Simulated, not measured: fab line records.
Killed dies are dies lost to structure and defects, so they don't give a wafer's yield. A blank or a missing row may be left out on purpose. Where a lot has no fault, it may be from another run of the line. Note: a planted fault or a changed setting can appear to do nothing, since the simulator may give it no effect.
Check of tool commonality | flow gf180mcu | Sample size 11 lots and 39 wafers

== WHAT PROMPTED THE OPENING ==
At GF_PSD_RS_MEAS_14 the reading NSD_RS is flagged on 2 of 11 lots. Fault-free wafers read 46.12 ohm/sq, with a standard deviation of 0.077.
Rule: flag the lot when none of its wafers has a number, or when each of its wafers that has one lies beyond 4 standard deviations from that mean. The rest of the lots are taken to be sound.

lot  | measured     | on            | NSD_RS (ohm/sq), wafer by wafer     | flag
L929 | day 15 04:43 | film metro-02 | 46.05 46.23 46.11                   |
L932 | day 15 21:09 | film metro-02 | 46.03 46.07 46.05                   |
L933 | day 16 19:41 | film metro-04 | 46.10 46.19 46.10                   |
L934 | day 16 22:41 | film metro-03 | 46.17 46.16 46.07                   |
L940 | day 18 21:27 | film metro-02 | 46.08 46.22 46.10                   |
L942 | day 19 18:16 | film metro-03 | 45.08 45.06 44.92 44.95 44.94 44.93 | FLAGGED
L943 | day 20 01:53 | film metro-02 | 44.91 44.80 44.87 44.96 44.87 44.84 | FLAGGED
L944 | day 20 08:25 | film metro-04 | 46.07 46.11 46.21                   |
L945 | day 20 22:19 | film metro-02 | 45.91 46.01 46.10                   |
L947 | day 21 08:20 | film metro-03 | 46.19 46.12 46.22                   |
L949 | day 22 01:44 | film metro-02 | 46.10 46.05 46.03                   |
Average over the flagged lots: 44.93 ohm/sq; offset from the usual -1.19 ohm/sq, equal to -15 standard deviations.

== LOT BY LOT: THE TOOL USED ==
Before the reading, the record contains 4 process steps out of a 602-step route. Every cell lists first the tool, next ch and the chambers used by the sampled wafers, and last the start.
lot  | flag    | GF_POLY_GATE_STRIP_14                | GF_HV_LDD_ETCHBACK_58              | GF_NSD_IMPLANT_09               | GF_NSD_STRIP_11
L929 |         | plasma asher-03 ch 1, day 9 20:54    | rie diel-03 ch 0,1,3, day 13 10:06 | implanter-01 ch 0, day 14 06:34 | plasma asher-04 ch 1, day 14 06:50
L932 |         | plasma asher-03 ch 0,1, day 10 15:17 | rie diel-02 ch 1,2, day 14 02:28   | implanter-03 ch 0, day 14 23:20 | plasma asher-01 ch 0,1, day 14 23:38
L933 |         | plasma asher-03 ch 0,1, day 11 10:09 | rie diel-01 ch 0,1,3, day 14 23:14 | implanter-02 ch 0, day 15 20:04 | plasma asher-04 ch 0,1, day 15 20:22
L934 |         | plasma asher-02 ch 0,1, day 11 10:56 | rie diel-03 ch 0,1,2, day 15 00:37 | implanter-03 ch 0, day 15 22:22 | plasma asher-01 ch 0,1, day 15 22:40
L940 |         | plasma asher-03 ch 0,1, day 13 01:11 | rie diel-01 ch 0,2,3, day 16 21:23 | implanter-01 ch 0, day 17 20:55 | plasma asher-04 ch 1, day 17 21:13
L942 | FLAGGED | plasma asher-03 ch 1, day 13 21:14   | rie diel-03 ch 2,3, day 17 18:11   | implanter-03 ch 0, day 18 17:52 | plasma asher-04 ch 0,1, day 18 18:10
L943 | FLAGGED | plasma asher-03 ch 1, day 14 01:59   | rie diel-03 ch 0,3, day 18 01:33   | implanter-03 ch 0, day 19 01:04 | plasma asher-03 ch 1, day 19 01:22
L944 |         | plasma asher-01 ch 0,1, day 14 08:56 | rie diel-03 ch 0,1,3, day 18 09:19 | implanter-01 ch 0, day 19 08:07 | plasma asher-04 ch 0,1, day 19 08:25
L945 |         | plasma asher-01 ch 0,1, day 14 19:14 | rie diel-01 ch 0,1,2, day 18 21:55 | implanter-01 ch 0, day 19 22:25 | plasma asher-01 ch 0,1, day 19 22:43
L947 |         | plasma asher-02 ch 0,1, day 15 02:55 | rie diel-02 ch 0,2, day 19 07:52   | implanter-02 ch 0, day 20 07:28 | plasma asher-03 ch 0,1, day 20 07:46
L949 |         | plasma asher-02 ch 0,1, day 15 17:44 | rie diel-02 ch 1,2,3, day 20 00:17 | implanter-01 ch 0, day 21 00:19 | plasma asher-01 ch 0,1, day 21 00:37
These steps, and what they do:
- GF_POLY_GATE_STRIP_14: strips in O2/N2.
- GF_HV_LDD_ETCHBACK_58: etches Si3N4 in CH3F/O2, stops on SiO2, time 100 s, target depth 90 nm.
- GF_NSD_IMPLANT_09
- GF_NSD_STRIP_11: strips in O2/N2.
- GF_PSD_RS_MEAS_14: measures by four-point-probe.

== FLAGGED OVER TOTAL, TOOL BY TOOL (the gauges that took the reading come last) ==
step                  | tool            | lots run | flagged | share of the flagged lots | sound lots run after its first flagged lot
GF_POLY_GATE_STRIP_14 | plasma asher-01 | 2        | 0       | none                      | -
GF_POLY_GATE_STRIP_14 | plasma asher-02 | 3        | 0       | none                      | -
GF_POLY_GATE_STRIP_14 | plasma asher-03 | 6        | 2       | all                       | 0
GF_HV_LDD_ETCHBACK_58 | rie diel-01     | 3        | 0       | none                      | -
GF_HV_LDD_ETCHBACK_58 | rie diel-02     | 3        | 0       | none                      | -
GF_HV_LDD_ETCHBACK_58 | rie diel-03     | 5        | 2       | all                       | 1 (L944)
GF_NSD_IMPLANT_09     | implanter-01    | 5        | 0       | none                      | -
GF_NSD_IMPLANT_09     | implanter-02    | 2        | 0       | none                      | -
GF_NSD_IMPLANT_09     | implanter-03    | 4        | 2       | all                       | 0
GF_NSD_STRIP_11       | plasma asher-01 | 4        | 0       | none                      | -
GF_NSD_STRIP_11       | plasma asher-03 | 2        | 1       | some                      | 1 (L947)
GF_NSD_STRIP_11       | plasma asher-04 | 5        | 1       | some                      | 1 (L944)
GF_PSD_RS_MEAS_14     | film metro-02   | 6        | 1       | some                      | 2 (L945,L949)
GF_PSD_RS_MEAS_14     | film metro-03   | 3        | 1       | some                      | 1 (L947)
GF_PSD_RS_MEAS_14     | film metro-04   | 2        | 0       | none                      | -

== THE TABLE: WHAT IT ALLOWS ==
3 rows of the table ran every flagged lot: plasma asher-03 at GF_POLY_GATE_STRIP_14, rie diel-03 at GF_HV_LDD_ETCHBACK_58, implanter-03 at GF_NSD_IMPLANT_09.
- plasma asher-03 at GF_POLY_GATE_STRIP_14 ran 6 lots, 2 of them flagged. Last sound lot L940 at day 13 01:11, first flagged lot L942 at day 13 21:14; a fault beginning in between fits.
- rie diel-03 at GF_HV_LDD_ETCHBACK_58 ran 5 lots, 2 of them flagged. Sound lots followed the first flagged one (L944) on it, something a lasting fault affecting the whole tool could not allow.
- implanter-03 at GF_NSD_IMPLANT_09 ran 4 lots, 2 of them flagged. Last sound lot L934 at day 15 22:22, first flagged lot L942 at day 18 17:52; a fault beginning in between fits. Its own readings lie more than 4 standard deviations out on every wafer of the flagged lots: beam on s, dose ions cm2.
A lot count leaves these 2 tools indistinguishable: every one of them fits a fault beginning at some hour. More lots, or a look at what each step does to the wafer, might.

== WHAT THE SIMULATOR HAD INSERTED ==
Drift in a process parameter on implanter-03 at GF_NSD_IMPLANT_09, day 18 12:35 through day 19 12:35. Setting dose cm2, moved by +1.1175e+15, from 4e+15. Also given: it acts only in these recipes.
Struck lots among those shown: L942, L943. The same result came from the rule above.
